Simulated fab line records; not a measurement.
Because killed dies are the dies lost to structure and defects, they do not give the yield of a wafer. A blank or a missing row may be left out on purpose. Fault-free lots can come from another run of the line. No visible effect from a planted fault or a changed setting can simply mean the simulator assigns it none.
Chamber matching + flow sky130 + SKY_CONTACT_CMP_27 on cmp-02: 4 sister chambers
The step polishes, stops on SiO2, t overpolish 15 s, target thk 0 nm. 8 wafers are shown with their chamber, then 11 later ones without.

## WAFERS WITH THEIR CHAMBER
| wafer  | chamber | motorCurrentA (A) | timeToEndpointS (s) |
|--------|---------|-------------------|---------------------|
| L082.3 | 3       | 11.7              | 79.1                |
| L083.4 | 0       | 10.2              | 84.0                |
| L085.1 | 3       | 11.9              | 80.0                |
| L085.3 | 2       | 12.5              | 79.5                |
| L086.1 | 0       | 10.5              | 77.2                |
| L086.3 | 2       | 13.3              | 77.3                |
| L086.6 | 1       | 11.9              | 75.9                |
| L087.2 | 1       | 12.4              | 78.3                |

## WAFERS MISSING THEIR CHAMBER
| wafer  | motorCurrentA (A) | timeToEndpointS (s) |
|--------|-------------------|---------------------|
| L087.4 | 12.6              | 78.7                |
| L087.5 | 12.7              | 75.7                |
| L091.2 | 12.4              | 78.7                |
| L091.5 | 12.4              | 79.1                |
| L091.6 | 12.9              | 76.4                |
| L092.4 | 13.0              | 77.0                |
| L092.5 | 12.1              | 77.5                |
| L092.6 | 12.2              | 74.7                |
| L093.1 | 12.8              | 77.6                |
| L093.4 | 10.6              | 80.1                |
| L093.5 | 11.0              | 81.7                |

## WHICH CHAMBER EACH ONE RAN IN
| wafer  | from the rows above          | in truth |
|--------|------------------------------|----------|
| L087.4 | can't be placed: 2 or 1 or 3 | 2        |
| L087.5 | can't be placed: 2 or 1 or 3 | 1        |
| L091.2 | can't be placed: 1 or 2 or 3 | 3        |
| L091.5 | can't be placed: 1 or 2 or 3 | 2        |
| L091.6 | can't be placed: 2 or 1      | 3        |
| L092.4 | can't be placed: 2 or 1      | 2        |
| L092.5 | can't be placed: 1 or 3      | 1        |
| L092.6 | can't be placed: 1 or 3 or 2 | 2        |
| L093.1 | can't be placed: 2 or 1      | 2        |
| L093.4 | 0                            | 0        |
| L093.5 | can't be placed: 0 or 3 or 1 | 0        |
1 of 11 placed correctly. Unplaceable from these rows: 10, with the true chamber sitting among the candidates in 9. Number placed wrongly: 0.
How it was worked out, from the rows above alone: a wafer's distance from a chamber is the root of the sum, over the readings, of the square of ((its reading less the chamber's mean) divided by the reading's scatter). If the next closest chamber is less than 2 further off than the closest, the wafer can't be placed; otherwise it belongs to the closest. A chamber's mean is the mean of its shown wafers. How the scatter is found: for the shown wafers, subtract from each reading the mean of its chamber, square and add these, divide the total by (wafers less chambers), then take the root.
